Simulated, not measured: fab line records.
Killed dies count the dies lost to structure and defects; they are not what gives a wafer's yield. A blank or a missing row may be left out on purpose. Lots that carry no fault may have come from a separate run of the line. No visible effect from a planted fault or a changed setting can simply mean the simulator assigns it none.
Which of the tools did it? :: flow gf180mcu :: 11 lots (33 wafers sampled), 1 step of a 602-step route

## WHAT THE GAUGES READ, wafer by wafer
GF_M2_THK_MEAS_06: measures by xrf.
lot: L720
measured: day 18 09:26
on: film metro-04
M2_ALCU_THK (nm): 426 433 434

lot: L724
measured: day 20 06:55
on: film metro-01
M2_ALCU_THK (nm): 434 441 444

lot: L726
measured: day 21 08:11
on: film metro-04
M2_ALCU_THK (nm): 446 433 437

lot: L727
measured: day 22 02:43
on: film metro-04
M2_ALCU_THK (nm): 433 442 444

lot: L729
measured: day 22 06:22
on: film metro-01
M2_ALCU_THK (nm): 446 451 444

lot: L730
measured: day 22 16:11
on: film metro-01
M2_ALCU_THK (nm): 440 448 443

lot: L738
measured: day 24 23:02
on: film metro-04
M2_ALCU_THK (nm): 437 433 433

lot: L740
measured: day 25 13:03
on: film metro-04
M2_ALCU_THK (nm): 438 429 427

lot: L741
measured: day 25 18:52
on: film metro-04
M2_ALCU_THK (nm): 450 437 441

lot: L742
measured: day 26 08:42
on: film metro-04
M2_ALCU_THK (nm): 445 437 438

lot: L743
measured: day 26 14:53
on: film metro-01
M2_ALCU_THK (nm): 447 443 442

## TOOL THAT RAN EACH LOT (tool first, then ch and the chambers of the sampled wafers, then the start)
Before these readings, the record contains no process step.

## THE ANSWER, worked out from the rows above alone
Rule: what is usual is taken from the lots themselves. Put in order of their means at a reading, lots are off if they are a third of the lots or fewer, leave a main group of 4 or more, and stand apart from it by a gap of 3 or more times the standard deviation of the main group's means; of several such gaps the widest counts. The tables above print the reading to a certain number of digits; a main group whose means all agree to those digits is not used. A lot without any number at a reading at which 4 lots or more have one is off too. Where the step has rows for the other lots, those lots are counted as sound.
None of the lots is off at any reading shown; this tells nothing.

## WHAT THE SIMULATOR HAD PUT IN
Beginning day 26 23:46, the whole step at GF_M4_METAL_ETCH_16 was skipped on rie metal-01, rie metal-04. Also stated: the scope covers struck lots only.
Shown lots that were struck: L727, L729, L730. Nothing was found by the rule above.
